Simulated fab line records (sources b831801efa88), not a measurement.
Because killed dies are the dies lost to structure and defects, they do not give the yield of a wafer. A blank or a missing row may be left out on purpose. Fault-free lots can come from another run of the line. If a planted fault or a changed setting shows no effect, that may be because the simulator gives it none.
Which tool was responsible? | flow sky130 | 36 wafers from 12 lots sampled at 3 of the route's 708 steps

== WHAT THE GAUGES SHOWED, per wafer ==
SKY_VIA3_RS_MEAS_22: a four-point-probe measurement. Usual: VIA3_W_RS typically reads 0.291 ohm/sq, with standard deviation 0.0041.
lot  | measured     | on            | VIA3_W_RS (ohm/sq) | flag
L912 | day 39 15:06 | film_metro-01 | 0.291 0.289 0.284  |
L913 | day 39 15:27 | film_metro-03 | 0.299 0.288 0.291  |
L914 | day 40 06:14 | film_metro-03 | 0.292 0.286 0.293  |
L915 | day 40 10:49 | film_metro-02 | 0.292 0.288 0.291  |
L918 | day 41 17:02 | film_metro-03 | 0.287 0.289 0.286  |
L920 | day 42 07:35 | film_metro-01 | 0.296 0.295 0.289  |
L919 | day 43 03:21 | film_metro-03 | 0.291 0.288 0.293  |
L924 | day 43 11:36 | film_metro-03 | 0.291 0.284 0.295  |
L928 | day 44 11:32 | film_metro-03 | 0.295 0.285 0.291  |
L933 | day 45 12:50 | film_metro-03 | 0.292 0.295 0.291  |
L934 | day 45 15:58 | film_metro-01 | 0.287 0.291 0.292  |
L935 | day 46 04:38 | film_metro-01 | 0.288 0.290 0.293  |

== TOOL THAT RAN EACH LOT (tool first, then ch and the chambers of the sampled wafers, then the start) ==
lot  | SKY_VIA3_CMP_02               | SKY_VIA3_CVD_21
L912 | cmp-02 ch 2,3, day 38 13:14   | cvd_w-01 ch 0,1, day 39 14:59
L913 | cmp-02 ch 0,1, day 38 13:59   | cvd_w-01 ch 0,1, day 39 15:20
L914 | cmp-01 ch 1,2, day 39 05:06   | cvd_w-01 ch 0,1, day 40 06:07
L915 | cmp-02 ch 0,2,3, day 39 09:39 | cvd_w-01 ch 0,1, day 40 10:40
L918 | cmp-02 ch 0,2,3, day 40 16:17 | cvd_w-01 ch 1, day 41 16:54
L920 | cmp-01 ch 0,2, day 41 06:44   | cvd_w-01 ch 0,1, day 42 07:27
L919 | cmp-01 ch 0,1, day 42 02:07   | cvd_w-01 ch 0,1, day 43 03:14
L924 | cmp-02 ch 1,2,3, day 42 11:24 | cvd_w-02 ch 0,1, day 43 11:29
L928 | cmp-02 ch 0,1,3, day 43 12:29 | cvd_w-02 ch 0,1, day 44 11:24
L933 | cmp-02 ch 1,2,3, day 44 13:36 | cvd_w-02 ch 0, day 45 12:43
L934 | cmp-02 ch 0,1,3, day 44 16:44 | cvd_w-01 ch 0,1, day 45 15:49
L935 | cmp-01 ch 2,3, day 45 05:09   | cvd_w-01 ch 0,1, day 46 04:30
- SKY_VIA3_CMP_02: polishes SiO2.
- SKY_VIA3_CVD_21: deposits W, target thk 390 nm, time 117.31 s.

== AS READ BY THE TOOLS THEMSELVES (means over the sampled wafers that have a number; for cases with no such wafer, the mark the record gives instead) ==
SKY_VIA3_CMP_02. Usual: motor_current_A 12.0 A, standard deviation 1.5; slurry_filter_dp_kPa 13.50 kPa, standard deviation 0.14.
lot  | tool   | motor_current_A (A) | slurry_filter_dp_kPa (kPa) | flag
L912 | cmp-02 | 11.1                | 13.65                      |
L913 | cmp-02 | 12.2                | 13.48                      |
L914 | cmp-01 | 13.7                | 13.45                      |
L915 | cmp-02 | 11.2                | 13.52                      |
L918 | cmp-02 | 10.9                | 13.53                      |
L920 | cmp-01 | 12.3                | 13.53                      |
L919 | cmp-01 | 11.0                | 13.51                      |
L924 | cmp-02 | 11.5                | 13.47                      |
L928 | cmp-02 | 11.6                | 13.70                      |
L933 | cmp-02 | 11.9                | 13.47                      |
L934 | cmp-02 | 11.6                | 13.62                      |
L935 | cmp-01 | 13.1                | 13.40                      |

SKY_VIA3_CVD_21. Usual: heater_power_w at 941 W, with a standard deviation of 100.
lot  | tool     | heater_power_w (W) | flag
L912 | cvd_w-01 | 869                |
L913 | cvd_w-01 | 923                |
L914 | cvd_w-01 | 854                |
L915 | cvd_w-01 | 869                |
L918 | cvd_w-01 | 992                |
L920 | cvd_w-01 | 861                |
L919 | cvd_w-01 | 937                |
L924 | cvd_w-02 | 988                |
L928 | cvd_w-02 | 1009               |
L933 | cvd_w-02 | 950                |
L934 | cvd_w-01 | 867                |
L935 | cvd_w-01 | 931                |

== THE ANSWER, worked out from the rows above alone ==
Rule: take the mean of a lot's wafers that have a number; if it is more than 3 standard deviations from the usual mean, the lot is off. A lot without any number at a reading at which 4 lots or more have one is off too. Any other lot the step has rows for is counted as sound. Order of review: gauges by route order, followed by the tools' own readings, for which a lot's mean as printed above is used. The first step at which some lot is off is used, and at that step the reading that is off furthest; a lot without a number counts as furthest.
Nothing can be told from this: no lot is off at any reading shown.

== WHAT HAD BEEN PUT IN BY THE SIMULATOR ==
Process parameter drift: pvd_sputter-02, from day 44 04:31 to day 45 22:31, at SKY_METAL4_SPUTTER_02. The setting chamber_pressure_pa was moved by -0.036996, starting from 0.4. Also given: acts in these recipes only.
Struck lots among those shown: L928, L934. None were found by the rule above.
